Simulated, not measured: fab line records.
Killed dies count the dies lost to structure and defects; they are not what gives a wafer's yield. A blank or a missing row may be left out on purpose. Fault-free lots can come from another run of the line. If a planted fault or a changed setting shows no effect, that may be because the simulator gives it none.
8D (eight disciplines) problem report, filled in by code || flow sky130 || the parts of the form that need people (team, actions taken, sign-off) are left out

1. THE PROBLEM
Mean of killedAtFrontEnd at SKY_PAD_OPEN_PROBE_99: 68 across 9 wafers in 3 lots; on wafers with no fault it is 15 (standard deviation 4.3). Relative to the usual mean, that is a shift of +12 standard deviations.
First seen on wafer L448.4, day 47 17:05, on prober-01. At this step, 39 wafers from 13 lots have a number in the record. Rule for "out", or "out of limits": more than 4 standard deviations from the usual mean. The rest of the wafers with a number are treated as sound.

2. WHAT IT IS, AND WHAT IT ISN'T
{"question": "which readings at this step", "is": "killedAtFrontEnd", "is not": "killed_at_M0_to_M3, killedAtContacts, killedAtOther, killedOpen"}
{"question": "which lots", "is": "L448, L452, L453", "is not": "L439, L440, L441, L443, L445, L446, L447, L457, L461, L462"}
{"question": "which wafers of those lots", "is": "all that have a number", "is not": "-"}
{"question": "read on which tools", "is": "prober-01, prober-02", "is not": "-"}
{"question": "when", "is": "from day 47 17:05", "is not": "up to then (21 sound wafers); but 9 sound wafers of L457, L461, L462 came after"}

3. WHAT RULES OUT EACH SUSPECT
Counting: a tool at any process step up to the reading remains a suspect when it ran all the lots that are out and ran no sound lot after the first of those.
- plasmaAsher-02 at SKY_FIELD_ISO_STRIP_16 (strips in O2/N2): kept. Every lot that is out went through it, starting with L448 (day 4 03:04), and after that it ran no sound lot; the last sound lot it ran before then is L447 (day 3 21:31).
After counting, what remains is plasmaAsher-02 at SKY_FIELD_ISO_STRIP_16.

4. THE CAUSE (what the simulator had put in)
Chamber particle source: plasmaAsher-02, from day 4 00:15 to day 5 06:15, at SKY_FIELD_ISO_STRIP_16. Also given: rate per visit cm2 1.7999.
Counting left only this tool.

5. THE CHAIN OF EFFECTS, in route order
Each row: a reading where the mean over the struck wafers with a number is more than 3 standard deviations away from the usual. Readings are gone through only where the record gives a usual standard deviation; hours: the median, over the lots, of the time from a lot's start at the first step in this table giving one to that lot's start at this step; sigmas: the change measured in usual standard deviations.
{"hours": 0, "step": "SKY_PAD_OPEN_PROBE_99", "reading": "killedAtFrontEnd", "usual": 15, "on struck wafers": 68, "change": "+53", "sigmas": "+12"}
{"hours": 0, "step": "SKY_PAD_OPEN_PROBE_99", "reading": "killedDies", "usual": 85, "on struck wafers": 129, "change": "+44", "sigmas": "+4.7"}
Here are the process steps it includes:
- SKY_PAD_OPEN_PROBE_99

6. WHAT WOULD HAVE CAUGHT IT SOONER
First out-of-limits reading in this record: day 47 17:05, which is 1049 hours after fault onset at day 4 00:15.
Tool readings at SKY_FIELD_ISO_STRIP_16 with a usual standard deviation given in the record: none out on any struck wafer, hence no alarm at a limit of 4 standard deviations on them.
By day 47 17:05 the whole set of lots that are out, 3 in number, had already begun SKY_FIELD_ISO_STRIP_16 on plasmaAsher-02. Tool hold at that time: it would have spared none of them.
